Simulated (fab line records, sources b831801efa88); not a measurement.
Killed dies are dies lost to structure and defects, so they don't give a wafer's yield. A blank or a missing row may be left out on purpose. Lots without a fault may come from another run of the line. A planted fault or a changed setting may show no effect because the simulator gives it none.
Which tool did it? | flow gf180mcu | 10 lots, 30 wafers sampled, at 5 steps of a route of 602

WHAT THE GAUGES READ, wafer by wafer
GF_M3_RS_MEAS_05: measures by four-point-probe.
lot  | measured     | on            | M3_ALCU_RS (ohm/sq)
L210 | day 20 05:51 | film_metro-04 | 0.0686 0.0707 0.0683
L213 | day 21 13:34 | film_metro-04 | 0.0691 0.0704 0.0700
L215 | day 22 05:08 | film_metro-01 | 0.0684 0.0687 0.0684
L216 | day 23 00:48 | film_metro-04 | 0.0688 0.0697 0.0678
L217 | day 23 01:16 | film_metro-01 | 0.0679 0.0698 0.0676
L218 | day 23 07:11 | film_metro-01 | 0.0691 0.0684 0.0689
L220 | day 24 06:47 | film_metro-01 | 0.0684 0.0700 0.0684
L222 | day 24 20:54 | film_metro-03 | 0.0734 0.0734 0.0701 0.0733 0.0732 0.0699
L223 | day 24 23:53 | film_metro-01 | 0.0685 0.0691 0.0669
L232 | day 27 18:06 | film_metro-04 | 0.0709 0.0704 0.0709

GF_M3_THK_MEAS_06: measures by xrf.
lot  | measured     | on            | M3_ALCU_THK (nm)
L210 | day 20 05:58 | film_metro-04 | 453 442 452
L213 | day 21 13:41 | film_metro-04 | 447 443 447
L215 | day 22 05:16 | film_metro-01 | 451 449 449
L216 | day 23 00:55 | film_metro-04 | 452 441 460
L217 | day 23 01:23 | film_metro-01 | 451 443 457
L218 | day 23 07:18 | film_metro-01 | 446 450 445
L220 | day 24 06:55 | film_metro-01 | 450 440 448
L222 | day 25 01:00 | film_metro-03 | 424 422 442 422 422 442
L223 | day 25 00:00 | film_metro-01 | 448 444 459
L232 | day 27 18:13 | film_metro-04 | 440 441 438

WHICH TOOL RAN EACH LOT (tool, then ch and the chambers of the sampled wafers, then the start)
lot  | GF_V2_STRIP_18                       | GF_M3_SPUTTER_02             | GF_M3_SPUTTER_04
L210 | plasma_asher-03 ch 0,1, day 20 04:24 | pvd_sputter-02, day 20 05:46 | pvd_sputter-02, day 20 05:49
L213 | plasma_asher-01 ch 0,1, day 21 11:46 | pvd_sputter-01, day 21 13:29 | pvd_sputter-01, day 21 13:32
L215 | plasma_asher-03 ch 0,1, day 22 03:40 | pvd_sputter-01, day 22 05:03 | pvd_sputter-01, day 22 05:06
L216 | plasma_asher-02 ch 0,1, day 22 23:18 | pvd_sputter-03, day 23 00:41 | pvd_sputter-03, day 23 00:44
L217 | plasma_asher-03 ch 0, day 22 23:47   | pvd_sputter-02, day 23 01:11 | pvd_sputter-02, day 23 01:14
L218 | plasma_asher-03 ch 0,1, day 23 05:44 | pvd_sputter-01, day 23 07:05 | pvd_sputter-01, day 23 07:08
L220 | plasma_asher-01 ch 0,1, day 24 04:21 | pvd_sputter-03, day 24 06:41 | pvd_sputter-03, day 24 06:44
L222 | plasma_asher-03 ch 0,1, day 24 19:19 | pvd_sputter-03, day 24 20:45 | pvd_sputter-03, day 24 20:48
L223 | plasma_asher-02 ch 0,1, day 24 22:15 | pvd_sputter-02, day 24 23:43 | pvd_sputter-02, day 24 23:46
L232 | plasma_asher-03 ch 0,1, day 27 16:21 | pvd_sputter-01, day 27 18:01 | pvd_sputter-01, day 27 18:04
- GF_V2_STRIP_18: strips in O2/N2.
- GF_M3_SPUTTER_02: material AlCu, target thk 450 nm, time 23.9 s.
- GF_M3_SPUTTER_04: material TiN, target thk 50 nm, time 41.7 s.

WHAT THE TOOLS THEMSELVES READ (means of the sampled wafers that have a number; where no wafer has one, the mark that the record gives instead)
GF_V2_STRIP_18.
lot  | tool            | drypump_motor_current_A (A) | heater_power_w (W) | o2_flow_sccm (sccm) | oes_product_au (a.u.)
L210 | plasma_asher-03 | 6.00                        | 293                | 2995                | 0.591
L213 | plasma_asher-01 | 5.80                        | 327                | 2994                | 0.589
L215 | plasma_asher-03 | 6.00                        | 287                | 2998                | 0.590
L216 | plasma_asher-02 | 5.92                        | 286                | 2995                | 0.589
L217 | plasma_asher-03 | 5.94                        | 310                | 3008                | 0.593
L218 | plasma_asher-03 | 5.99                        | 290                | 2991                | 0.593
L220 | plasma_asher-01 | 5.80                        | 331                | 3000                | 0.591
L222 | plasma_asher-03 | 6.01                        | 293                | 3000                | 0.596
L223 | plasma_asher-02 | 5.94                        | 288                | 2997                | 0.592
L232 | plasma_asher-03 | 5.96                        | 298                | 2993                | 0.600

GF_M3_SPUTTER_02.
lot  | tool           | cathode_dc_power_W (W) | throttle_valve_pct (%)
L210 | pvd_sputter-02 | 10601                  | 29.2
L213 | pvd_sputter-01 | 10600                  | 29.0
L215 | pvd_sputter-01 | 10599                  | 29.2
L216 | pvd_sputter-03 | 10601                  | 30.7
L217 | pvd_sputter-02 | 10601                  | 29.3
L218 | pvd_sputter-01 | 10601                  | 28.9
L220 | pvd_sputter-03 | 10599                  | 30.5
L222 | pvd_sputter-03 | 10183                  | 31.2
L223 | pvd_sputter-02 | 10599                  | 30.0
L232 | pvd_sputter-01 | 10599                  | 29.4

GF_M3_SPUTTER_04.
lot  | tool           | cathode_dc_power_W (W) | throttle_valve_pct (%)
L210 | pvd_sputter-02 | 6499.7                 | 29.5
L213 | pvd_sputter-01 | 6499.2                 | 29.1
L215 | pvd_sputter-01 | 6500.0                 | 29.0
L216 | pvd_sputter-03 | 6499.9                 | 30.7
L217 | pvd_sputter-02 | 6499.7                 | 29.4
L218 | pvd_sputter-01 | 6499.5                 | 28.7
L220 | pvd_sputter-03 | 6500.5                 | 30.4
L222 | pvd_sputter-03 | 6499.5                 | 31.0
L223 | pvd_sputter-02 | 6500.8                 | 30.2
L232 | pvd_sputter-01 | 6500.2                 | 29.4

THE ANSWER, worked out from the rows above alone
Rule: what is usual is taken from the lots themselves. Put in order of their means at a reading, lots are off if they are a third of the lots or fewer, leave a main group of 4 or more, and stand apart from it by a gap of 3 or more times the standard deviation of the main group's means; of several such gaps the widest counts. A main group whose means are all the same, to the digits that the tables above print for the reading, isn't used. A lot without any number at a reading at which 4 lots or more have one is off too. The other lots that the step has rows for count as sound. The gauges are gone through in route order, then the tools' own readings, and for those a lot's mean is taken as printed above. The first step at which some lot is off is used, and at that step the reading that is off furthest; a lot without a number counts as furthest.
Off: L222, at GF_M3_THK_MEAS_06 (M3_ALCU_THK). The main group: mean 448 nm, standard deviation 3.4.
A tool fits if, at a process step before that reading, it ran every lot that is off, and no sound lot after the first of them. The gauges at GF_M3_THK_MEAS_06 aren't tried: what is off there is off at GF_M3_SPUTTER_02 too, on other tools, and a gauge's error can't cause that. One fits: pvd_sputter-03 at GF_M3_SPUTTER_02 and GF_M3_SPUTTER_04. At GF_M3_SPUTTER_02 its last sound lot is L220 (day 24 06:41), its first lot that is off L222 (day 24 20:45): a fault that began between those two fits.
The tool's own readings at GF_M3_SPUTTER_02 bear it out: on the lots that are off they differ by more than 5 times the standard deviation of the sound lots' means. cathode_dc_power_W reads 10183 W there against 10600 W on the sound lots.

WHAT THE SIMULATOR HAD PUT IN
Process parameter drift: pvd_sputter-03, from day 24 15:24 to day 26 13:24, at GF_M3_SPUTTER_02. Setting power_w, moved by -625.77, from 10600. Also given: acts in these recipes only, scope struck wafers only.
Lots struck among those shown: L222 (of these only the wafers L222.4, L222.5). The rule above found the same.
